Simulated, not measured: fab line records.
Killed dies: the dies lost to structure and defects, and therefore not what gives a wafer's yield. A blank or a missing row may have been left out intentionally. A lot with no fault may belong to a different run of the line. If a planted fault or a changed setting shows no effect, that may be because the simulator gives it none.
fab line records + flow sky130
record
- lots=14
- wafers=42
- last-day=50
route steps=708 shown CONTACT@409 VIA1@461 VIA2@528 CAPM@539
lots that met no fault: taken from a fault-free run of the same line
start-h: hours from the record's first day to the start of the lot's first wafer shown + wait-h: hours elapsed since this lot's preceding step + " as in the row above + L1.1+2: one row covering several wafers at once + - either no value or no given start + * or withheld: withheld + < > ~ a bound
route shown NAME@n: a module of which the file shows steps, and the number in the route of the first + usual: mean/standard deviation taken from wafers without a fault + same: alike in all rows + chamber/n: place in a boat + sites: per-site readings + _std_site: the standard deviation of these + _edge_site: outer sites' mean less inner sites' + radius-mm: for every site, how far away it sits from the centre of the wafer + mask NAME#n: copy n + behind: tool/chamber where the wafer was last shaped + hold: what put the lot on hold/how long, in hours/how the hold closed + device: names the non-switching transistor (n, p or np) + end of line: at the end of the route, the tests of the same wafers + a step with no rows: only its recipe + killed: dies lost to structure and defects at the first sort, not the wafer's yield + map: a wafer's dies, marking killed ones x, the rest . and places with no die _
set.NAME: the setting that was run; set.NAME@STEP: the one run at that earlier step + model.NAME: the simulator's own value behind a step, which no gauge read
route steps across a sampled set of lots; one table per step, one row per wafer
services: a tool's chamber out of use, with start hour (start-h, from the record's first day; less than 0 if before it), hours out, and reason
## steps
# step SKY_CONTACT_THK_MEAS_03
# recipe
- reads=SiO2_of_CONTACT_HDPCVD_02
# usual
- CONTACT_HDPCVD_THK=565/6.1
| lot.wafer | tool          | chamber | start-h | wait-h | CONTACT_HDPCVD_THK[nm] |
|-----------|---------------|---------|---------|--------|------------------------|
| L303.1    | film-metro-01 | -       | 701.19  | 0.0    | 573                    |
| L303.4    | "             | -       | "       | "      | 559                    |
| L303.6    | "             | -       | "       | "      | 569                    |
| L305.1    | film-metro-01 | -       | 723.03  | 0.0    | 569                    |
| L305.2    | "             | -       | "       | "      | 566                    |
| L305.4    | "             | -       | "       | "      | 569                    |
| L306.1    | film-metro-02 | -       | 729.31  | 0.0    | 563                    |
| L306.4    | "             | -       | "       | "      | 556                    |
| L306.5    | "             | -       | "       | "      | 559                    |
| L315.2    | film-metro-01 | -       | 803.10  | 0.0    | 568                    |
| L315.3    | "             | -       | "       | "      | 570                    |
| L315.5    | "             | -       | "       | "      | 567                    |
| L316.1    | film-metro-01 | -       | 814.02  | 0.0    | 559                    |
| L316.2    | "             | -       | "       | "      | 567                    |
| L316.3    | "             | -       | "       | "      | 568                    |
| L317.1    | film-metro-04 | -       | 818.91  | 0.0    | 565                    |
| L317.3    | "             | -       | "       | "      | 566                    |
| L317.4    | "             | -       | "       | "      | 568                    |
| L318.2    | film-metro-02 | -       | 828.25  | 0.0    | 566                    |
| L318.4    | "             | -       | "       | "      | 571                    |
| L318.5    | "             | -       | "       | "      | 573                    |
| L319.4    | film-metro-04 | -       | 828.98  | 0.0    | 562                    |
| L319.5    | "             | -       | "       | "      | 551                    |
| L319.6    | "             | -       | "       | "      | 559                    |
| L321.1    | film-metro-04 | -       | 846.94  | 0.0    | 566                    |
| L321.5    | "             | -       | "       | "      | 563                    |
| L321.6    | "             | -       | "       | "      | 562                    |
| L322.1    | film-metro-02 | -       | 849.71  | 0.0    | 564                    |
| L322.5    | "             | -       | "       | "      | 571                    |
| L322.6    | "             | -       | "       | "      | 562                    |
| L323.1    | film-metro-02 | -       | 855.22  | 0.0    | 569                    |
| L323.2    | "             | -       | "       | "      | 571                    |
| L323.5    | "             | -       | "       | "      | 575                    |
| L324.2    | film-metro-01 | -       | 864.10  | 0.0    | 571                    |
| L324.3    | "             | -       | "       | "      | 564                    |
| L324.4    | "             | -       | "       | "      | 560                    |
| L325.3    | film-metro-01 | -       | 873.35  | 0.1    | 561                    |
| L325.4    | "             | -       | "       | "      | 568                    |
| L325.5    | "             | -       | "       | "      | 564                    |
| L326.2    | film-metro-01 | -       | 881.43  | 0.0    | 582                    |
| L326.3    | "             | -       | "       | "      | 574                    |
| L326.6    | "             | -       | "       | "      | 568                    |
# step SKY_VIA1_BOW_MEAS_03
# recipe
- mode=bow
# usual
- VIA1_BOW=77/7.3
| lot.wafer | tool          | chamber | start-h | wait-h | VIA1_BOW[um] |
|-----------|---------------|---------|---------|--------|--------------|
| L303.1    | film-metro-02 | -       | 758.92  | 0.2    | 79           |
| L303.4    | "             | -       | "       | "      | 77           |
| L303.6    | "             | -       | "       | "      | 64           |
| L305.1    | film-metro-03 | -       | 780.97  | 0.1    | 76           |
| L305.2    | "             | -       | "       | "      | 76           |
| L305.4    | "             | -       | "       | "      | 68           |
| L306.1    | film-metro-04 | -       | 785.38  | 0.2    | 73           |
| L306.4    | "             | -       | "       | "      | 75           |
| L306.5    | "             | -       | "       | "      | 81           |
| L315.2    | film-metro-03 | -       | 860.97  | 0.2    | 87           |
| L315.3    | "             | -       | "       | "      | 65           |
| L315.5    | "             | -       | "       | "      | 83           |
| L316.1    | film-metro-03 | -       | 869.99  | 0.2    | 82           |
| L316.2    | "             | -       | "       | "      | 88           |
| L316.3    | "             | -       | "       | "      | 76           |
| L317.1    | film-metro-02 | -       | 875.30  | 0.1    | 90           |
| L317.3    | "             | -       | "       | "      | 78           |
| L317.4    | "             | -       | "       | "      | 74           |
| L318.2    | film-metro-02 | -       | 884.05  | 0.3    | 78           |
| L318.4    | "             | -       | "       | "      | 76           |
| L318.5    | "             | -       | "       | "      | 75           |
| L319.4    | film-metro-03 | -       | 885.46  | 0.2    | 80           |
| L319.5    | "             | -       | "       | "      | 92           |
| L319.6    | "             | -       | "       | "      | 75           |
| L321.1    | film-metro-03 | -       | 901.36  | 0.1    | 69           |
| L321.5    | "             | -       | "       | "      | 89           |
| L321.6    | "             | -       | "       | "      | 72           |
| L322.1    | film-metro-03 | -       | 904.46  | 0.1    | 75           |
| L322.5    | "             | -       | "       | "      | 78           |
| L322.6    | "             | -       | "       | "      | 74           |
| L323.1    | film-metro-03 | -       | 909.61  | 0.2    | 86           |
| L323.2    | "             | -       | "       | "      | 57           |
| L323.5    | "             | -       | "       | "      | 74           |
| L324.2    | film-metro-04 | -       | 918.96  | 0.3    | 87           |
| L324.3    | "             | -       | "       | "      | 91           |
| L324.4    | "             | -       | "       | "      | 83           |
| L325.3    | film-metro-02 | -       | 926.89  | 0.2    | 73           |
| L325.4    | "             | -       | "       | "      | 70           |
| L325.5    | "             | -       | "       | "      | 80           |
| L326.2    | film-metro-04 | -       | 934.95  | 0.1    | 90           |
| L326.3    | "             | -       | "       | "      | 76           |
| L326.6    | "             | -       | "       | "      | 75           |
# step SKY_VIA2_CVD_21
# recipe
- material=W
- target-thk-nm=420
- time-s=126.4
- temp-c=400
- pressure-torr=40
# usual
- heater-power-w=832/53
| lot.wafer | tool     | chamber | start-h | wait-h | heater-power-w |
|-----------|----------|---------|---------|--------|----------------|
| L303.1    | cvd-w-01 | 1       | 842.09  | 0.0    | 930            |
| L303.4    | "        | 0       | "       | "      | 762            |
| L303.6    | "        | 0       | "       | "      | 747            |
| L305.1    | cvd-w-01 | 0       | 863.39  | 0.0    | 765            |
| L305.2    | "        | 1       | "       | "      | 909            |
| L305.4    | "        | 1       | "       | "      | 900            |
| L306.1    | cvd-w-02 | 0       | 869.54  | 0.0    | 835            |
| L306.4    | "        | 0       | "       | "      | 832            |
| L306.5    | "        | 0       | "       | "      | 842            |
| L315.2    | cvd-w-01 | 0       | 941.69  | 0.0    | 709            |
| L315.3    | "        | 1       | "       | "      | 874            |
| L315.5    | "        | 0       | "       | "      | 696            |
| L316.1    | cvd-w-02 | 0       | 949.85  | 0.0    | 852            |
| L316.2    | "        | 1       | "       | "      | 855            |
| L316.3    | "        | 1       | "       | "      | 862            |
| L317.1    | cvd-w-02 | 1       | 954.19  | 0.0    | 846            |
| L317.3    | "        | 1       | "       | "      | 875            |
| L317.4    | "        | 0       | "       | "      | 823            |
| L318.2    | cvd-w-02 | 1       | 963.07  | 0.0    | 865            |
| L318.4    | "        | 0       | "       | "      | 829            |
| L318.5    | "        | 0       | "       | "      | 850            |
| L319.4    | cvd-w-02 | 0       | 965.27  | 0.1    | 844            |
| L319.5    | "        | 0       | "       | "      | 835            |
| L319.6    | "        | 1       | "       | "      | 857            |
| L321.1    | cvd-w-01 | 1       | 977.14  | 0.0    | 849            |
| L321.5    | "        | 0       | "       | "      | 707            |
| L321.6    | "        | 1       | "       | "      | 894            |
| L322.1    | cvd-w-01 | 0       | 981.50  | 0.0    | 717            |
| L322.5    | "        | 0       | "       | "      | 721            |
| L322.6    | "        | 1       | "       | "      | 867            |
| L323.1    | cvd-w-01 | 1       | 987.36  | 0.0    | 872            |
| L323.2    | "        | 0       | "       | "      | 711            |
| L323.5    | "        | 1       | "       | "      | 866            |
| L324.2    | cvd-w-02 | 1       | 995.95  | 0.0    | 869            |
| L324.3    | "        | 0       | "       | "      | 830            |
| L324.4    | "        | 1       | "       | "      | 849            |
| L325.3    | cvd-w-02 | 1       | 1002.79 | 0.1    | 866            |
| L325.4    | "        | 0       | "       | "      | 864            |
| L325.5    | "        | 1       | "       | "      | 857            |
| L326.2    | cvd-w-02 | 1       | 1010.60 | 0.0    | 863            |
| L326.3    | "        | 0       | "       | "      | 855            |
| L326.6    | "        | 1       | "       | "      | 887            |
# step SKY_CAPM_SPUTTER_02
# recipe
- material=TiN
- target-thk-nm=200
- temp-c=300
- power-w=6500
- time-s=166.7
- chamber-pressure-pa=0.4
# usual
- cathode-dc-power-W=6500.2/1.1
- chamber-pressure-pa=0.4000/0.00076
- throttle-valve-pct=30.1/1.1
| lot.wafer | tool           | chamber | start-h | wait-h | cathode-dc-power-W | chamber-pressure-pa | throttle-valve-pct |
|-----------|----------------|---------|---------|--------|--------------------|---------------------|--------------------|
| L303.1    | pvd-sputter-03 | -       | 842.94  | 0.1    | 6500.1             | 0.3996              | 29.1               |
| L303.4    | "              | -       | "       | "      | 6499.3             | 0.4003              | 29.9               |
| L303.6    | "              | -       | "       | "      | 6500.5             | 0.4007              | 28.5               |
| L305.1    | pvd-sputter-04 | -       | 864.24  | 0.1    | -                  | -                   | -                  |
| L305.2    | "              | -       | "       | "      | -                  | -                   | -                  |
| L305.4    | "              | -       | "       | "      | -                  | -                   | -                  |
| L306.1    | pvd-sputter-03 | -       | 870.51  | 0.1    | -                  | -                   | -                  |
| L306.4    | "              | -       | "       | "      | -                  | -                   | -                  |
| L306.5    | "              | -       | "       | "      | -                  | -                   | -                  |
| L315.2    | pvd-sputter-03 | -       | 942.53  | 0.0    | 6500.3             | 0.4007              | 29.4               |
| L315.3    | "              | -       | "       | "      | 6501.1             | 0.3995              | 29.6               |
| L315.5    | "              | -       | "       | "      | 6499.6             | 0.3996              | 29.9               |
| L316.1    | pvd-sputter-04 | -       | 950.70  | 0.1    | 6499.4             | 0.4002              | 30.9               |
| L316.2    | "              | -       | "       | "      | 6498.6             | 0.3997              | 29.9               |
| L316.3    | "              | -       | "       | "      | 6499.8             | 0.4004              | 32.2               |
| L317.1    | pvd-sputter-03 | -       | 955.03  | 0.1    | 6500.4             | 0.4001              | 29.6               |
| L317.3    | "              | -       | "       | "      | 6498.8             | 0.4007              | 28.2               |
| L317.4    | "              | -       | "       | "      | 6501.8             | 0.4005              | 29.1               |
| L318.2    | pvd-sputter-01 | -       | 963.92  | 0.0    | 6499.5             | 0.4003              | 30.5               |
| L318.4    | "              | -       | "       | "      | 6500.4             | 0.4000              | 31.7               |
| L318.5    | "              | -       | "       | "      | 6500.1             | 0.3999              | 29.7               |
| L319.4    | pvd-sputter-04 | -       | 966.07  | 0.0    | 6501.4             | 0.3991              | 32.3               |
| L319.5    | "              | -       | "       | "      | 6501.7             | 0.3996              | 30.0               |
| L319.6    | "              | -       | "       | "      | 6500.3             | 0.3999              | 30.1               |
| L321.1    | pvd-sputter-04 | -       | 977.98  | 0.1    | 6497.1             | 0.3998              | 29.8               |
| L321.5    | "              | -       | "       | "      | 6501.2             | 0.4000              | 30.0               |
| L321.6    | "              | -       | "       | "      | 6500.9             | 0.3995              | 31.0               |
| L322.1    | pvd-sputter-04 | -       | 982.35  | 0.1    | 6501.1             | 0.3994              | 31.0               |
| L322.5    | "              | -       | "       | "      | 6498.0             | 0.3989              | 32.4               |
| L322.6    | "              | -       | "       | "      | 6499.8             | 0.4006              | 30.2               |
| L323.1    | pvd-sputter-03 | -       | 988.20  | 0.1    | 6503.0             | 0.4002              | 29.0               |
| L323.2    | "              | -       | "       | "      | 6499.8             | 0.4001              | 29.8               |
| L323.5    | "              | -       | "       | "      | 6502.4             | 0.3994              | 29.2               |
| L324.2    | pvd-sputter-03 | -       | 996.80  | 0.0    | 6500.5             | 0.4002              | 29.1               |
| L324.3    | "              | -       | "       | "      | 6501.9             | 0.3996              | 29.9               |
| L324.4    | "              | -       | "       | "      | 6499.7             | 0.4013              | 29.6               |
| L325.3    | pvd-sputter-04 | -       | 1003.60 | 0.0    | 6500.1             | 0.4000              | 30.1               |
| L325.4    | "              | -       | "       | "      | 6500.0             | 0.4003              | 30.1               |
| L325.5    | "              | -       | "       | "      | 6500.2             | 0.3992              | 32.0               |
| L326.2    | pvd-sputter-03 | -       | 1011.45 | 0.0    | 6498.2             | 0.4015              | 28.4               |
| L326.3    | "              | -       | "       | "      | 6500.8             | 0.4008              | 29.4               |
| L326.6    | "              | -       | "       | "      | 6498.2             | 0.4013              | 29.1               |
# step SKY_CAPM_RS_MEAS_03
# recipe
- thk-meas-gauge=four-point-probe
- reads=TiN_of_CAPM_SPUTTER_02
# usual
- CAPM_TIN_RS=6.89/0.079
| lot.wafer | tool          | chamber | start-h | wait-h | CAPM_TIN_RS[ohm/sq] |
|-----------|---------------|---------|---------|--------|---------------------|
| L303.1    | film-metro-03 | -       | 843.05  | 0.1    | 6.75                |
| L303.4    | "             | -       | "       | "      | 6.79                |
| L303.6    | "             | -       | "       | "      | 6.73                |
| L305.1    | film-metro-03 | -       | 864.35  | 0.1    | -                   |
| L305.2    | "             | -       | "       | "      | -                   |
| L305.4    | "             | -       | "       | "      | -                   |
| L306.1    | film-metro-01 | -       | 870.62  | 0.1    | -                   |
| L306.4    | "             | -       | "       | "      | -                   |
| L306.5    | "             | -       | "       | "      | -                   |
| L315.2    | film-metro-04 | -       | 942.66  | 0.1    | 6.95                |
| L315.3    | "             | -       | "       | "      | 6.79                |
| L315.5    | "             | -       | "       | "      | 6.88                |
| L316.1    | film-metro-04 | -       | 950.81  | 0.1    | 6.87                |
| L316.2    | "             | -       | "       | "      | 6.83                |
| L316.3    | "             | -       | "       | "      | 6.86                |
| L317.1    | film-metro-03 | -       | 955.14  | 0.1    | 6.86                |
| L317.3    | "             | -       | "       | "      | 6.95                |
| L317.4    | "             | -       | "       | "      | 6.79                |
| L318.2    | film-metro-04 | -       | 964.05  | 0.1    | 6.93                |
| L318.4    | "             | -       | "       | "      | 6.92                |
| L318.5    | "             | -       | "       | "      | 6.95                |
| L319.4    | film-metro-04 | -       | 966.24  | 0.1    | 6.90                |
| L319.5    | "             | -       | "       | "      | 6.78                |
| L319.6    | "             | -       | "       | "      | 6.88                |
| L321.1    | film-metro-04 | -       | 978.09  | 0.1    | 6.82                |
| L321.5    | "             | -       | "       | "      | 6.92                |
| L321.6    | "             | -       | "       | "      | 6.93                |
| L322.1    | film-metro-04 | -       | 982.46  | 0.1    | 6.94                |
| L322.5    | "             | -       | "       | "      | 6.98                |
| L322.6    | "             | -       | "       | "      | 6.78                |
| L323.1    | film-metro-01 | -       | 988.31  | 0.1    | 6.88                |
| L323.2    | "             | -       | "       | "      | 6.95                |
| L323.5    | "             | -       | "       | "      | 6.85                |
| L324.2    | film-metro-01 | -       | 996.93  | 0.1    | 6.87                |
| L324.3    | "             | -       | "       | "      | 6.95                |
| L324.4    | "             | -       | "       | "      | 7.05                |
| L325.3    | film-metro-03 | -       | 1003.75 | 0.1    | 6.81                |
| L325.4    | "             | -       | "       | "      | 6.86                |
| L325.5    | "             | -       | "       | "      | 6.86                |
| L326.2    | film-metro-01 | -       | 1011.58 | 0.1    | 6.84                |
| L326.3    | "             | -       | "       | "      | 6.89                |
| L326.6    | "             | -       | "       | "      | 6.73                |
# step SKY_CAPM_THK_MEAS_04
# recipe
- thk-meas-gauge=xrf
- reads=TiN_of_CAPM_SPUTTER_02
# usual
- CAPM_TIN_THK=203.3/2.3
| lot.wafer | tool          | chamber | start-h | wait-h | CAPM_TIN_THK[nm] |
|-----------|---------------|---------|---------|--------|------------------|
| L303.1    | film-metro-03 | -       | 843.17  | 0.1    | 206.1            |
| L303.4    | "             | -       | "       | "      | 207.0            |
| L303.6    | "             | -       | "       | "      | 207.7            |
| L305.1    | film-metro-03 | -       | 864.47  | 0.1    | <0.0             |
| L305.2    | "             | -       | "       | "      | <0.0             |
| L305.4    | "             | -       | "       | "      | <0.0             |
| L306.1    | film-metro-01 | -       | 870.74  | 0.1    | <0.0             |
| L306.4    | "             | -       | "       | "      | <0.0             |
| L306.5    | "             | -       | "       | "      | <0.0             |
| L315.2    | film-metro-04 | -       | 942.77  | 0.1    | 200.3            |
| L315.3    | "             | -       | "       | "      | 204.8            |
| L315.5    | "             | -       | "       | "      | 204.3            |
| L316.1    | film-metro-04 | -       | 950.93  | 0.1    | 202.3            |
| L316.2    | "             | -       | "       | "      | 204.1            |
| L316.3    | "             | -       | "       | "      | 203.2            |
| L317.1    | film-metro-03 | -       | 955.26  | 0.1    | 204.6            |
| L317.3    | "             | -       | "       | "      | 202.0            |
| L317.4    | "             | -       | "       | "      | 207.1            |
| L318.2    | film-metro-04 | -       | 964.16  | 0.1    | 201.2            |
| L318.4    | "             | -       | "       | "      | 200.6            |
| L318.5    | "             | -       | "       | "      | 200.3            |
| L319.4    | film-metro-04 | -       | 966.33  | 0.1    | 201.9            |
| L319.5    | "             | -       | "       | "      | 205.6            |
| L319.6    | "             | -       | "       | "      | 201.4            |
| L321.1    | film-metro-04 | -       | 978.21  | 0.1    | 204.3            |
| L321.5    | "             | -       | "       | "      | 200.9            |
| L321.6    | "             | -       | "       | "      | 201.0            |
| L322.1    | film-metro-04 | -       | 982.58  | 0.1    | 200.4            |
| L322.5    | "             | -       | "       | "      | 199.9            |
| L322.6    | "             | -       | "       | "      | 204.9            |
| L323.1    | film-metro-01 | -       | 988.43  | 0.1    | 203.9            |
| L323.2    | "             | -       | "       | "      | 202.4            |
| L323.5    | "             | -       | "       | "      | 205.2            |
| L324.2    | film-metro-01 | -       | 997.04  | 0.1    | 204.8            |
| L324.3    | "             | -       | "       | "      | 201.4            |
| L324.4    | "             | -       | "       | "      | 199.6            |
| L325.3    | film-metro-03 | -       | 1003.85 | 0.1    | 205.0            |
| L325.4    | "             | -       | "       | "      | 204.6            |
| L325.5    | "             | -       | "       | "      | 202.9            |
| L326.2    | film-metro-01 | -       | 1011.69 | 0.1    | 204.6            |
| L326.3    | "             | -       | "       | "      | 204.3            |
| L326.6    | "             | -       | "       | "      | 208.5            |
# step SKY_CAPM_METAL_ETCH_13
# recipe
- target-depth-nm=220
- stop-on=SiO2
- chemistry=Cl2/BCl3
- target=TiN
- pressure-mtorr=10
- icp-w=900
- bias-w=48.5
- Cl2_flow_sccm=60
- bcl3-flow-sccm=30
- time-s=62.9
# usual
- drypump-motor-current-A=5.72/0.26
- he-backside-leak-sccm=3.35/0.22
- mfc-cl2-sccm=60.01/0.19
- oes-product-au=0.943/0.0075
- throttle-valve-pct=21.900/0.0099
| lot.wafer | tool         | chamber | start-h | wait-h | drypump-motor-current-A | he-backside-leak-sccm | mfc-cl2-sccm | oes-product-au | rf-hours-counter-h | throttle-valve-pct |
|-----------|--------------|---------|---------|--------|-------------------------|-----------------------|--------------|----------------|--------------------|--------------------|
| L303.1    | rie-metal-04 | 1       | 869.21  | 0.0    | 5.44                    | 2.94                  | 59.89        | 0.963          | 3                  | 21.892             |
| L303.4    | "            | 0       | "       | "      | 5.72                    | 3.46                  | 59.87        | 0.952          | -                  | 21.891             |
| L303.6    | "            | 1       | "       | "      | 5.40                    | 3.04                  | 59.96        | 0.963          | -                  | 21.898             |
| L305.1    | rie-metal-03 | 0       | 889.77  | 0.0    | 5.72                    | 3.25                  | 59.94        | 0.381          | 13                 | 22.273             |
| L305.2    | "            | 0       | "       | "      | 5.75                    | 3.19                  | 59.85        | 0.378          | -                  | 22.271             |
| L305.4    | "            | 0       | "       | "      | 5.69                    | 3.31                  | 60.08        | 0.371          | -                  | 22.263             |
| L306.1    | rie-metal-04 | 1       | 895.40  | 0.0    | 5.46                    | 3.00                  | 60.13        | 0.370          | 5                  | 22.258             |
| L306.4    | "            | 0       | "       | "      | 5.73                    | 3.48                  | 60.10        | 0.372          | -                  | 22.268             |
| L306.5    | "            | 0       | "       | "      | 5.75                    | 3.50                  | 59.98        | 0.380          | -                  | 22.266             |
| L315.2    | rie-metal-03 | 0       | 965.86  | 0.0    | 5.73                    | 3.18                  | 59.54        | 0.937          | 17                 | 21.904             |
| L315.3    | "            | 1       | "       | "      | 6.30                    | 3.39                  | 59.99        | 0.948          | -                  | 21.898             |
| L315.5    | "            | 1       | "       | "      | 6.26                    | 3.28                  | 59.96        | 0.939          | -                  | 21.906             |
| L316.1    | rie-metal-04 | 0       | 974.01  | 0.0    | 5.74                    | 3.69                  | 60.08        | 0.941          | 10                 | 21.896             |
| L316.2    | "            | 1       | "       | "      | 5.45                    | 3.12                  | 60.04        | 0.952          | 8                  | 21.889             |
| L316.3    | "            | 1       | "       | "      | 5.42                    | 3.08                  | 60.07        | 0.945          | -                  | 21.878             |
| L317.1    | rie-metal-01 | 0       | 977.92  | 0.0    | 5.50                    | 3.38                  | 59.98        | 0.946          | 14                 | 21.904             |
| L317.3    | "            | 1       | "       | "      | 5.79                    | 3.63                  | 60.23        | 0.939          | -                  | 21.902             |
| L317.4    | "            | 0       | "       | "      | 5.50                    | 3.42                  | 60.19        | 0.945          | -                  | 21.899             |
| L318.2    | rie-metal-04 | 0       | 987.37  | 0.0    | 5.74                    | 3.52                  | 60.11        | 0.944          | 11                 | 21.924             |
| L318.4    | "            | 0       | "       | "      | 5.74                    | 3.53                  | 60.42        | 0.950          | -                  | 21.900             |
| L318.5    | "            | 1       | "       | "      | 5.38                    | 3.19                  | 59.76        | 0.946          | -                  | 21.901             |
| L319.4    | rie-metal-01 | 1       | 989.77  | 0.1    | 5.82                    | 3.74                  | 60.05        | 0.930          | -                  | 21.918             |
| L319.5    | "            | 1       | "       | "      | 5.84                    | 3.57                  | 60.05        | 0.953          | -                  | 21.895             |
| L319.6    | "            | 1       | "       | "      | 5.83                    | 3.68                  | 59.90        | 0.940          | -                  | 21.896             |
| L321.1    | rie-metal-04 | 0       | 1001.80 | 0.0    | 5.73                    | 3.62                  | 60.26        | 0.945          | 12                 | 21.890             |
| L321.5    | "            | 0       | "       | "      | 5.74                    | 3.47                  | 60.08        | 0.936          | -                  | 21.893             |
| L321.6    | "            | 1       | "       | "      | 5.46                    | 3.19                  | 60.10        | 0.936          | -                  | 21.907             |
| L322.1    | rie-metal-01 | 1       | 1006.11 | 0.0    | 5.83                    | 3.48                  | 59.95        | 0.929          | 5                  | 21.903             |
| L322.5    | "            | 1       | "       | "      | 5.79                    | 3.64                  | 60.01        | 0.944          | -                  | 21.900             |
| L322.6    | "            | 0       | "       | "      | 5.52                    | 3.43                  | 59.67        | 0.957          | -                  | 21.901             |
| L323.1    | rie-metal-03 | 1       | 1011.72 | 0.0    | 6.22                    | 3.46                  | 59.96        | 0.943          | 6                  | 21.883             |
| L323.2    | "            | 1       | "       | "      | 6.26                    | 3.38                  | 59.93        | 0.939          | -                  | 21.911             |
| L323.5    | "            | 1       | "       | "      | 6.24                    | 3.37                  | 59.78        | 0.951          | -                  | 21.883             |
| L324.2    | rie-metal-04 | 0       | 1020.77 | 0.0    | 5.75                    | 3.37                  | 60.00        | 0.948          | 13                 | 21.897             |
| L324.3    | "            | 1       | "       | "      | 5.45                    | 3.15                  | 60.12        | 0.945          | -                  | 21.881             |
| L324.4    | "            | 0       | "       | "      | 5.76                    | 3.66                  | 59.91        | 0.924          | -                  | 21.894             |
| L325.3    | rie-metal-04 | 0       | 1026.85 | 0.0    | 5.73                    | 3.75                  | 59.89        | 0.953          | -                  | 21.880             |
| L325.4    | "            | 1       | "       | "      | 5.41                    | 2.90                  | 60.17        | 0.949          | -                  | 21.889             |
| L325.5    | "            | 0       | "       | "      | 5.73                    | 3.88                  | 59.78        | 0.950          | -                  | 21.903             |
| L326.2    | rie-metal-03 | 1       | 1034.61 | 0.0    | 6.24                    | 3.21                  | 60.11        | 0.950          | 8                  | 21.898             |
| L326.3    | "            | 0       | "       | "      | 5.72                    | 3.45                  | 60.14        | 0.938          | -                  | 21.895             |
| L326.6    | "            | 1       | "       | "      | 6.25                    | 3.21                  | 59.87        | 0.956          | -                  | 21.887             |
## services
| tool           | chamber | start-h | hours | kind                   |
|----------------|---------|---------|-------|------------------------|
| pvd-sputter-04 | 3       | 832.59  | -     | consumable-replace:kit |
| pvd-sputter-04 | 3       | 832.59  | 18.0  | scheduled-down         |
| pvd-sputter-04 | 3       | 832.59  | 18.0  | vent-cycle             |
| cvd-w-02       | 1       | 864.17  | 7.4   | repair                 |
| pvd-sputter-01 | -       | 877.67  | 0.8   | repair                 |
| rie-metal-04   | 0       | 901.40  | 2.6   | repair                 |
| cvd-w-01       | -       | 904.00  | 14.0  | pm                     |
| cvd-w-01       | 0       | 904.00  | 14.0  | vent-cycle             |
| cvd-w-01       | 1       | 904.00  | 14.0  | vent-cycle             |
| cvd-w-01       | 0       | 918.00  | -     | clean                  |
| rie-metal-04   | 1       | 919.18  | 1.1   | repair                 |
| pvd-sputter-01 | -       | 919.69  | 3.4   | repair                 |
| rie-metal-03   | 0       | 944.44  | 4.7   | repair                 |
| pvd-sputter-01 | -       | 956.24  | 1.9   | repair                 |
| pvd-sputter-03 | -       | 964.99  | 3.3   | repair                 |
| pvd-sputter-04 | -       | 970.30  | 1.8   | repair                 |
| rie-metal-01   | 0       | 978.41  | 13.1  | repair                 |
| pvd-sputter-01 | -       | 980.33  | 1.0   | repair                 |
| cvd-w-02       | -       | 981.49  | 6.9   | pm                     |
| cvd-w-01       | -       | 990.59  | 6.9   | pm                     |
| cvd-w-01       | -       | 1002.42 | 6.1   | repair                 |
| rie-metal-03   | -       | 1004.13 | 2.8   | pm                     |
| pvd-sputter-04 | -       | 1020.62 | 3.2   | repair                 |
| pvd-sputter-03 | -       | 1024.61 | 1.7   | repair                 |
## key
first-sign
- step=SKY_CAPM_SPUTTER_02
- reading=tool-record
- direction=missing
effect
- step=SKY_CAPM_RS_MEAS_03
- reading=CAPM_TIN_RS
- direction=missing
effect
- step=SKY_CAPM_THK_MEAS_04
- reading=CAPM_TIN_THK
- direction=down
- sigmas=87
- usual=203.3
- struck=<0.0
effect
- step=SKY_CAPM_METAL_ETCH_13
- reading=oes-product-au
- direction=down
- sigmas=75
- usual=0.943
- struck=0.375
met-at SKY_CAPM_SPUTTER_02
struck-lots L305,L306
later-rows-left-out L305.1,L305.2,L305.4,L306.1,L306.4,L306.5
sort-left-out L305.1,L305.2,L305.4,L306.1,L306.4,L306.5
not-acting-at SKY_CONTACT_THK_MEAS_03,SKY_VIA1_BOW_MEAS_03,SKY_VIA2_CVD_21
onset-between 842.94 864.24
fault
- kind=skipped-step-whole
- tool=pvd-sputter-03,pvd-sputter-04
- chamber=-
- onset-h=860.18
- steps=SKY_CAPM_SPUTTER_02
- scope=struck-lots-only
# sort-left-out: the simulated sort isn't trusted on such a fault, so these wafers' sort isn't shown, and their yield isn't known
# later-rows-left-out: the simulator's readings of these wafers behind a module that went badly wrong aren't trusted and aren't shown, but for the sort
